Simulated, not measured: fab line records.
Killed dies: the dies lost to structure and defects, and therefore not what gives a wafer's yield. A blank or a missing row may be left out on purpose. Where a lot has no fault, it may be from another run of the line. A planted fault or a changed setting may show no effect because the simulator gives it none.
Which tool is to blame? / flow gf180mcu / Sampling: 12 lots, 36 wafers, 2 of 602 route steps

WHAT EACH GAUGE READ, for each wafer
GF_POLY_GATE_CD_MEAS_10: target cd 280 nm.
lot=L410; measured=day 9 06:31; on=cd_sem-02; cd_nm (nm)=281.3 280.8 280.8
lot=L412; measured=day 10 01:58; on=cd_sem-02; cd_nm (nm)=279.1 279.0 279.4
lot=L413; measured=day 10 08:35; on=cd_sem-01; cd_nm (nm)=279.4 279.2 279.8
lot=L414; measured=day 10 13:57; on=cd_sem-01; cd_nm (nm)=281.7 280.0 281.3
lot=L415; measured=day 10 23:17; on=cd_sem-01; cd_nm (nm)=282.2 281.1 281.6
lot=L417; measured=day 11 21:46; on=cd_sem-02; cd_nm (nm)=281.7 281.3 280.9
lot=L420; measured=day 13 03:40; on=cd_sem-02; cd_nm (nm)=278.4 277.8 277.9
lot=L426; measured=day 14 05:32; on=cd_sem-01; cd_nm (nm)=280.0 280.3 280.0
lot=L427; measured=day 14 15:14; on=cd_sem-01; cd_nm (nm)=279.6 278.5 279.8
lot=L428; measured=day 14 20:18; on=cd_sem-02; cd_nm (nm)=280.1 279.5 280.3
lot=L429; measured=day 15 06:04; on=cd_sem-02; cd_nm (nm)=280.6 281.0 280.8
lot=L432; measured=day 16 04:28; on=cd_sem-02; cd_nm (nm)=280.1 280.0 279.8

GF_POLY_GATE_THK_MEAS_17.
lot=L410; measured=day 9 08:11; on=film_metro-01; POLY_GATE_OXIDATION_THK (nm)=3.95 4.03 3.97
lot=L412; measured=day 10 05:07; on=film_metro-02; POLY_GATE_OXIDATION_THK (nm)=4.01 3.90 3.97
lot=L413; measured=day 10 10:14; on=film_metro-02; POLY_GATE_OXIDATION_THK (nm)=3.97 3.79 3.90
lot=L414; measured=day 10 16:00; on=film_metro-02; POLY_GATE_OXIDATION_THK (nm)=3.93 3.99 3.93
lot=L415; measured=day 11 00:56; on=film_metro-04; POLY_GATE_OXIDATION_THK (nm)=4.02 3.95 4.00
lot=L417; measured=day 11 23:25; on=film_metro-02; POLY_GATE_OXIDATION_THK (nm)=3.99 3.82 3.90
lot=L420; measured=day 13 05:47; on=film_metro-01; POLY_GATE_OXIDATION_THK (nm)=3.88 3.80 4.00
lot=L426; measured=day 14 08:01; on=film_metro-01; POLY_GATE_OXIDATION_THK (nm)=3.86 3.98 3.95
lot=L427; measured=day 14 16:53; on=film_metro-04; POLY_GATE_OXIDATION_THK (nm)=4.00 3.94 4.04
lot=L428; measured=day 14 21:58; on=film_metro-01; POLY_GATE_OXIDATION_THK (nm)=3.94 4.06 4.02
lot=L429; measured=day 15 07:44; on=film_metro-04; POLY_GATE_OXIDATION_THK (nm)=3.99 3.99 3.97
lot=L432; measured=day 16 06:40; on=film_metro-04; POLY_GATE_OXIDATION_THK (nm)=4.04 3.97 4.11

EACH LOT AND THE TOOL THAT RAN IT (in order: tool; ch and the chambers of the sampled wafers; start)
No process step before these readings appears in the record.

AS READ BY THE TOOLS THEMSELVES (means over the sampled wafers that have a number; for cases with no such wafer, the mark the record gives instead)
The record holds no such reading with a usual standard deviation.

THE ANSWER, worked out from the rows above alone
Rule: what is usual is taken from the lots themselves. Put in order of their means at a reading, lots are off if they are a third of the lots or fewer, leave a main group of 4 or more, and stand apart from it by a gap of 3 or more times the standard deviation of the main group's means; of several such gaps the widest counts. The tables above print the reading to a certain number of digits; a main group whose means all agree to those digits is not used. A lot without any number at a reading at which 4 lots or more have one is off too. Any other lot the step has rows for is counted as sound. The gauges are gone through in route order, then the tools' own readings, and for those a lot's mean is taken as printed above. The first step at which some lot is off is used, and at that step the reading that is off furthest; a lot without a number counts as furthest.
No lot is off on any of the readings shown, so nothing can be concluded from this.

WHAT THE SIMULATOR HAD INSERTED
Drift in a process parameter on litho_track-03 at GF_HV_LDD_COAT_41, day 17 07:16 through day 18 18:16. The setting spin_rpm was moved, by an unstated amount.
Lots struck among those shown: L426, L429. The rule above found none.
